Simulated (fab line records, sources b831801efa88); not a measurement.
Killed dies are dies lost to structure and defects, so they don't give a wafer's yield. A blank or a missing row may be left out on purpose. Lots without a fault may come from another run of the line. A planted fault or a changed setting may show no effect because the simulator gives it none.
A struck lot beside a sound one | flow gf180mcu | 16 steps out of a route of 602
Sound: wafers L309.3, L309.4, L309.6. Struck: wafer L316.2. (L316.1, L316.4 of the same lot were not struck and are left out.) The cause comes at the end.
At each step with rows: each side's tool, then ch and its chambers, then its first start. Under that, the readings that differ: sound wafers | struck wafers | difference of the means | sigmas: that difference in standard deviations of wafers without a fault.
alike: readings whose means differ by less than 2 such deviations, and words and numbers that are the same on both sides. not compared: withheld readings, readings that some wafer has no value for, bounds like >300 that may hide the same value, and numbers for which the record gives no deviation and whose values overlap.
The two part at a step that has a row with sigmas, a row that says differs or no value, or rows on one side only. Numbers that don't overlap but have no deviation are shown without sigmas and don't part them. A reading that every wafer of one side lacks parts them only if that side has two wafers or more.

GF_M1_SPUTTER_04: material TiN, target thk 50 nm, time 41.7 s.
  sound on pvd_sputter-02, day 19 22:31; struck on pvd_sputter-01, day 22 12:59
  alike: throttle_valve_pct
GF_M1_RS_MEAS_05: measures by four-point-probe.
  sound on film_metro-02, day 19 22:35; struck on film_metro-01, day 22 13:02
  alike: M1_ALCU_RS
GF_M1_THK_MEAS_06: measures by xrf.
  sound on film_metro-02, day 19 22:41; struck on film_metro-01, day 22 13:09
  alike: M1_ALCU_THK
then, 7 steps without rows for these wafers: GF_M1_DEHYDRATE_07 (time 60 s); GF_M1_HMDS_08 (prime time 60 s); GF_M1_COAT_09 (resist thk 1000 nm); GF_M1_SOFTBAKE_10 (time 60 s); GF_M1_EXPOSE_11 (exposes mask Metal1, target cd 230 nm); GF_M1_PEB_12 (peb time 90 s); GF_M1_DEVELOP_13 (develop time 60 s).
GF_M1_CD_MEAS_14: target cd 230 nm.
  sound on cd_sem-02, day 20 23:21; struck on cd_sem-01, day 23 11:37
  reading    | sound             | struck | difference | sigmas
  cd_nm (nm) | 230.1 229.8 229.3 | 232.4  | +2.7       | +2
GF_M1_OVL_MEAS_15:
  sound on overlay-01, day 20 23:26; struck on overlay-01, day 23 11:44
  alike: M1_OVL
GF_M1_METAL_ETCH_16: etches the open film in Cl2/BCl3, stops on SiO2, target depth 627.5 nm, time 104.6 s.
  sound on rie_metal-02 ch 0,1, day 20 23:30; struck on rie_metal-02 ch 0, day 23 11:47
  reading                             | sound                | struck | difference                   | sigmas
  oes_product_au (a.u.)               | 0.963 0.966 0.971    | 0.847  | -0.120                       | -17
  rf_hours_counter_h (h)              | - - -                | 6      | no value on the sound wafers |
  run_length_s (s)                    | 132.2 132.5 132.5    | 161.0  | +28.6                        | +30
  throttle_valve_pct (%)              | 28.238 28.264 28.251 | 28.390 | +0.139                       | +13
  model.KrF_of_M1_COAT_09.thk_nm (nm) | 742.2 738.4 738.1    | 671.6  | -68.0                        |
  alike: bcl3_flow_sccm, drypump_motor_current_A
GF_M1_STRIP_17: strips in O2/N2.
  sound on plasma_asher-02 ch 0,1, day 20 23:37; struck on plasma_asher-03 ch 1, day 23 11:53
  reading                      | sound             | struck | difference                   | sigmas
  oes_product_au (a.u.)        | 0.554 0.554 0.555 | 0.535  | -0.019                       | -4
  rf_hours_counter_h (h)       | - - -             | 44     | no value on the sound wafers |
  strip_time_to_endpoint_s (s) | 7.94 7.90 7.90    | 7.25   | -0.66                        | -14
  alike: drypump_motor_current_A, heater_power_w, o2_flow_sccm, platen_temp_c
then, 2 steps without rows for these wafers: GF_M1_STRIP_18 (strips in post etch residue remover, time 1200 s); GF_PASSIVATION_PROBE_99.

WHERE THEY PART
First at GF_M1_CD_MEAS_14; last, within this record, at GF_M1_STRIP_17.

WHY: what the simulator had put in
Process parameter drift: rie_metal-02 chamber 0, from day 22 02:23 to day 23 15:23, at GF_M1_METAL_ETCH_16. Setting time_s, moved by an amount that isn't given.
